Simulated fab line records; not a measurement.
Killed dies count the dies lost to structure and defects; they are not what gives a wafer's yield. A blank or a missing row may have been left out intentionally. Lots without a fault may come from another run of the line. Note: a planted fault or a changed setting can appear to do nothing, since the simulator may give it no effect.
8D (eight disciplines) problem report, filled in by code | flow sky130 | the parts of the form that need people (team, actions taken, sign-off) are left out

## 1. WHAT IS WRONG
Across 9 wafers from 3 lots, RES_XHIGH_TW at SKY_RES_XHIGH_TW_MEAS_09 averages 1398, while fault-free wafers read 1655 with a standard deviation of 12. That is -21 standard deviations from the usual mean.
The first sign was on wafer L864.1 at day 32 03:51, on film metro-02. At this step, 33 wafers from 11 lots have a number in the record. By rule, "out" or "out of limits" means more than 4 standard deviations away from the usual mean. The rest of the wafers with a number are treated as sound.

## 2. WHAT IT IS, AND WHAT IT ISN'T
question                    | is                           | is not
which readings at this step | RES_XHIGH_TW                 | -
which lots                  | L864, L867, L868             | L854, L855, L856, L857, L859, L872, L873, L875
which wafers of those lots  | all that have a number       | -
read on which gauges        | film metro-02, film metro-03 | film metro-01
when                        | from day 32 03:51            | up to then (15 sound wafers); but 9 sound wafers of L872, L873, L875 came after

## 3. WHAT RULES OUT EACH SUSPECT
Counting: a tool at any process step up to the reading remains a suspect when it ran all the lots that are out and ran no sound lot after the first of those.
- ruled out: the gauge at SKY_RES_XHIGH_TW_MEAS_09. 2 gauges (film metro-02, film metro-03) read the wafers that are out.
- implanter-04 at SKY_RES_XHIGH_IMPLANT_07: kept. It processed each lot that is out, first L864 at day 32 03:36, and no sound lot thereafter; up to then, the last sound lot it processed was L855 at day 28 06:51. Its own dose ions cm2 readings are out on those wafers.
Left after counting: implanter-04 at SKY_RES_XHIGH_IMPLANT_07.

## 4. THE CAUSE (what the simulator had put in)
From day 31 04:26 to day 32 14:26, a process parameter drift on implanter-04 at SKY_RES_XHIGH_IMPLANT_07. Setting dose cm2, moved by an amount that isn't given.
Counting left only this tool.

## 5. THE EFFECT CHAIN, in route order
One row per reading whose mean, taken over the struck wafers that have a number, lies over 3 standard deviations from the usual. Only readings for which the record gives a usual standard deviation are gone through. hours: the time from each lot's start at the first step in this table that gives one to its start at this step, as a median over the lots. sigmas: the change in usual standard deviations.
hours | step                     | reading       | usual        | on struck wafers | change     | sigmas
0     | SKY_RES_XHIGH_IMPLANT_07 | beam on s     | 38 s         | 24               | -14        | -3.6
0     | SKY_RES_XHIGH_IMPLANT_07 | dose ions cm2 | 3.602e+14    | 2.041e+14        | -1.561e+14 | -99 or more
0     | SKY_RES_XHIGH_TW_MEAS_09 | RES_XHIGH_TW  | 1655         | 1398             | -257       | -21
28    | SKY_SD_N_RS_MEAS_18      | RES_XHIGH_RS  | 333.2 ohm/sq | 527.0            | +193.8     | +99 or more
The process steps in it:
- SKY_RES_XHIGH_IMPLANT_07
Later measuring or inspecting steps at which every struck wafer that the step has a row for has a number for every such reading, and none has moved that far: SKY_VIA1_BOW_MEAS_03, SKY_VIA1_CD_MEAS_12.

## 6. WHAT WOULD HAVE CAUGHT IT SOONER
In this record the first reading out of limits at a measuring or inspecting step was taken at day 32 03:51, 23 hours after the fault began at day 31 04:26.
Tool's own readings at SKY_RES_XHIGH_IMPLANT_07, dose ions cm2: out on all struck wafers the step has rows for; an alarm limit on them would have tripped on the first.
Lots out: 3; of these, L868, L867 started SKY_RES_XHIGH_IMPLANT_07 on implanter-04 after day 32 03:51. A hold on the tool at that time would have spared those 2.
